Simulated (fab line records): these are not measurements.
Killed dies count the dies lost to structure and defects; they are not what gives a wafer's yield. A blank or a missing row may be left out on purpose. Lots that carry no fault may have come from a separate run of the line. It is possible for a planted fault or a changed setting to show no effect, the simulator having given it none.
What tool caused it? || flow sky130 || 38 wafers from 13 lots sampled at 3 of the route's 708 steps

## WHAT THE GAUGES SHOWED, per wafer
SKY_CAPM_RS_MEAS_03: measures by four-point-probe. Usual: CAPM_TIN_RS gives 6.92 ohm/sq (standard deviation 0.086).
{"lot": "L164", "measured": "day 36 07:51", "on": "filmMetro-01", "CAPM_TIN_RS (ohm/sq)": "7.08 6.79 6.93", "flag": ""}
{"lot": "L166", "measured": "day 36 17:28", "on": "filmMetro-01", "CAPM_TIN_RS (ohm/sq)": "6.75 6.86 6.99", "flag": ""}
{"lot": "L168", "measured": "day 38 16:56", "on": "filmMetro-04", "CAPM_TIN_RS (ohm/sq)": "6.94 6.94 6.97", "flag": ""}
{"lot": "L167", "measured": "day 38 17:54", "on": "filmMetro-04", "CAPM_TIN_RS (ohm/sq)": "6.96 6.97 6.95", "flag": ""}
{"lot": "L171", "measured": "day 38 18:16", "on": "filmMetro-04", "CAPM_TIN_RS (ohm/sq)": "6.84 6.91 6.84", "flag": ""}
{"lot": "L170", "measured": "day 38 19:55", "on": "filmMetro-01", "CAPM_TIN_RS (ohm/sq)": "6.76 6.82 6.87", "flag": ""}
{"lot": "L172", "measured": "day 38 23:37", "on": "filmMetro-04", "CAPM_TIN_RS (ohm/sq)": "7.09 6.93 6.90", "flag": ""}
{"lot": "L174", "measured": "day 40 08:44", "on": "filmMetro-01", "CAPM_TIN_RS (ohm/sq)": "6.99 7.01 6.85", "flag": ""}
{"lot": "L179", "measured": "day 40 16:27", "on": "filmMetro-02", "CAPM_TIN_RS (ohm/sq)": "6.73 6.82 6.94", "flag": ""}
{"lot": "L178", "measured": "day 40 19:44", "on": "filmMetro-04", "CAPM_TIN_RS (ohm/sq)": "6.89 6.93", "flag": ""}
{"lot": "L181", "measured": "day 41 07:55", "on": "filmMetro-01", "CAPM_TIN_RS (ohm/sq)": "6.90 6.92 6.97", "flag": ""}
{"lot": "L184", "measured": "day 42 02:34", "on": "filmMetro-02", "CAPM_TIN_RS (ohm/sq)": "6.67 6.84 6.84", "flag": ""}
{"lot": "L183", "measured": "day 42 06:46", "on": "filmMetro-04", "CAPM_TIN_RS (ohm/sq)": "6.92 6.95 6.88", "flag": ""}

## EACH LOT AND THE TOOL THAT RAN IT (in order: tool; ch and the chambers of the sampled wafers; start)
{"lot": "L164", "SKY_METAL3_SPUTTER_03": "pvdSputter-03, day 36 07:35", "SKY_CAPM_CVD_00": "pecvd-04 ch 1,2, day 36 07:38"}
{"lot": "L166", "SKY_METAL3_SPUTTER_03": "pvdSputter-01, day 36 17:10", "SKY_CAPM_CVD_00": "pecvd-04 ch 0,1,2, day 36 17:14"}
{"lot": "L168", "SKY_METAL3_SPUTTER_03": "pvdSputter-02, day 38 16:40", "SKY_CAPM_CVD_00": "pecvd-04 ch 0,1, day 38 16:44"}
{"lot": "L167", "SKY_METAL3_SPUTTER_03": "pvdSputter-02, day 38 17:37", "SKY_CAPM_CVD_00": "pecvd-02 ch 1,2, day 38 17:41"}
{"lot": "L171", "SKY_METAL3_SPUTTER_03": "pvdSputter-03, day 38 17:58", "SKY_CAPM_CVD_00": "pecvd-04 ch 0,2, day 38 18:02"}
{"lot": "L170", "SKY_METAL3_SPUTTER_03": "pvdSputter-02, day 38 19:38", "SKY_CAPM_CVD_00": "pecvd-02 ch 0,1,2, day 38 19:43"}
{"lot": "L172", "SKY_METAL3_SPUTTER_03": "pvdSputter-03, day 38 23:20", "SKY_CAPM_CVD_00": "pecvd-02 ch 0,2, day 38 23:24"}
{"lot": "L174", "SKY_METAL3_SPUTTER_03": "pvdSputter-02, day 40 08:25", "SKY_CAPM_CVD_00": "pecvd-04 ch 0,1,2, day 40 08:30"}
{"lot": "L179", "SKY_METAL3_SPUTTER_03": "pvdSputter-02, day 40 16:10", "SKY_CAPM_CVD_00": "pecvd-02 ch 0,1,2, day 40 16:14"}
{"lot": "L178", "SKY_METAL3_SPUTTER_03": "pvdSputter-01, day 40 19:26", "SKY_CAPM_CVD_00": "pecvd-04 ch 0,1, day 40 19:31"}
{"lot": "L181", "SKY_METAL3_SPUTTER_03": "pvdSputter-03, day 41 07:38", "SKY_CAPM_CVD_00": "pecvd-01 ch 0,2, day 41 07:41"}
{"lot": "L184", "SKY_METAL3_SPUTTER_03": "pvdSputter-01, day 42 02:16", "SKY_CAPM_CVD_00": "pecvd-04 ch 1,2, day 42 02:20"}
{"lot": "L183", "SKY_METAL3_SPUTTER_03": "pvdSputter-01, day 42 06:29", "SKY_CAPM_CVD_00": "pecvd-01 ch 0,1, day 42 06:34"}
- SKY_METAL3_SPUTTER_03: material Ti, target thk 5 nm, time 3.3 s.
- SKY_CAPM_CVD_00: deposits SiO2, target thk 15.5 nm.

## AS READ BY THE TOOLS THEMSELVES (means over the sampled wafers that have a number; for cases with no such wafer, the mark the record gives instead)
SKY_METAL3_SPUTTER_03. Usual: cathodeDcPowerW 3000.0 W, standard deviation 0.52; chamberPressurePa 0.4000 Pa, standard deviation 0.0008; throttleValvePct 29.9 %, standard deviation 1.
{"lot": "L164", "tool": "pvdSputter-03", "cathodeDcPowerW (W)": 3000.2, "chamberPressurePa (Pa)": 0.4001, "throttleValvePct (%)": 28.8, "flag": ""}
{"lot": "L166", "tool": "pvdSputter-01", "cathodeDcPowerW (W)": 3000.1, "chamberPressurePa (Pa)": 0.4002, "throttleValvePct (%)": 29.4, "flag": ""}
{"lot": "L168", "tool": "pvdSputter-02", "cathodeDcPowerW (W)": 3000.2, "chamberPressurePa (Pa)": 0.3991, "throttleValvePct (%)": 29.9, "flag": ""}
{"lot": "L167", "tool": "pvdSputter-02", "cathodeDcPowerW (W)": 3000.1, "chamberPressurePa (Pa)": 0.4003, "throttleValvePct (%)": 31.5, "flag": ""}
{"lot": "L171", "tool": "pvdSputter-03", "cathodeDcPowerW (W)": 3000.4, "chamberPressurePa (Pa)": 0.4001, "throttleValvePct (%)": 29.8, "flag": ""}
{"lot": "L170", "tool": "pvdSputter-02", "cathodeDcPowerW (W)": 3000.3, "chamberPressurePa (Pa)": 0.3998, "throttleValvePct (%)": 31.2, "flag": ""}
{"lot": "L172", "tool": "pvdSputter-03", "cathodeDcPowerW (W)": 2999.9, "chamberPressurePa (Pa)": 0.4001, "throttleValvePct (%)": 29.4, "flag": ""}
{"lot": "L174", "tool": "pvdSputter-02", "cathodeDcPowerW (W)": 2999.8, "chamberPressurePa (Pa)": 0.3997, "throttleValvePct (%)": 30.2, "flag": ""}
{"lot": "L179", "tool": "pvdSputter-02", "cathodeDcPowerW (W)": 3000.4, "chamberPressurePa (Pa)": 0.3997, "throttleValvePct (%)": 30.8, "flag": ""}
{"lot": "L178", "tool": "pvdSputter-01", "cathodeDcPowerW (W)": 2999.7, "chamberPressurePa (Pa)": 0.4006, "throttleValvePct (%)": 29.9, "flag": ""}
{"lot": "L181", "tool": "pvdSputter-03", "cathodeDcPowerW (W)": 3000.0, "chamberPressurePa (Pa)": 0.4003, "throttleValvePct (%)": 29.7, "flag": ""}
{"lot": "L184", "tool": "pvdSputter-01", "cathodeDcPowerW (W)": 3000.2, "chamberPressurePa (Pa)": 0.3999, "throttleValvePct (%)": 29.7, "flag": ""}
{"lot": "L183", "tool": "pvdSputter-01", "cathodeDcPowerW (W)": 3000.0, "chamberPressurePa (Pa)": 0.3994, "throttleValvePct (%)": 29.0, "flag": ""}

SKY_CAPM_CVD_00. Usual: heaterPowerW at 689 W, with a standard deviation of 83.
{"lot": "L164", "tool": "pecvd-04", "heaterPowerW (W)": 738, "flag": ""}
{"lot": "L166", "tool": "pecvd-04", "heaterPowerW (W)": 712, "flag": ""}
{"lot": "L168", "tool": "pecvd-04", "heaterPowerW (W)": 713, "flag": ""}
{"lot": "L167", "tool": "pecvd-02", "heaterPowerW (W)": 604, "flag": ""}
{"lot": "L171", "tool": "pecvd-04", "heaterPowerW (W)": 761, "flag": ""}
{"lot": "L170", "tool": "pecvd-02", "heaterPowerW (W)": 652, "flag": ""}
{"lot": "L172", "tool": "pecvd-02", "heaterPowerW (W)": 729, "flag": ""}
{"lot": "L174", "tool": "pecvd-04", "heaterPowerW (W)": 675, "flag": ""}
{"lot": "L179", "tool": "pecvd-02", "heaterPowerW (W)": 682, "flag": ""}
{"lot": "L178", "tool": "pecvd-04", "heaterPowerW (W)": 666, "flag": ""}
{"lot": "L181", "tool": "pecvd-01", "heaterPowerW (W)": 753, "flag": ""}
{"lot": "L184", "tool": "pecvd-04", "heaterPowerW (W)": 713, "flag": ""}
{"lot": "L183", "tool": "pecvd-01", "heaterPowerW (W)": 691, "flag": ""}

## THE ANSWER, worked out from the rows above alone
Rule: a lot counts as off when the mean over its wafers that have a number is more than 3 standard deviations away from the usual mean. A lot without any number at a reading at which 4 lots or more have one is off too. Where the step has rows for the other lots, those lots are counted as sound. First the gauges in route order, then the tools' own readings, where a lot's mean is used as printed above. At the first step where some lot is off, the reading lying furthest off is the one used; lots without a number count as furthest.
No lot is off on any of the readings shown, so nothing can be concluded from this.

## WHAT THE SIMULATOR HAD PUT IN
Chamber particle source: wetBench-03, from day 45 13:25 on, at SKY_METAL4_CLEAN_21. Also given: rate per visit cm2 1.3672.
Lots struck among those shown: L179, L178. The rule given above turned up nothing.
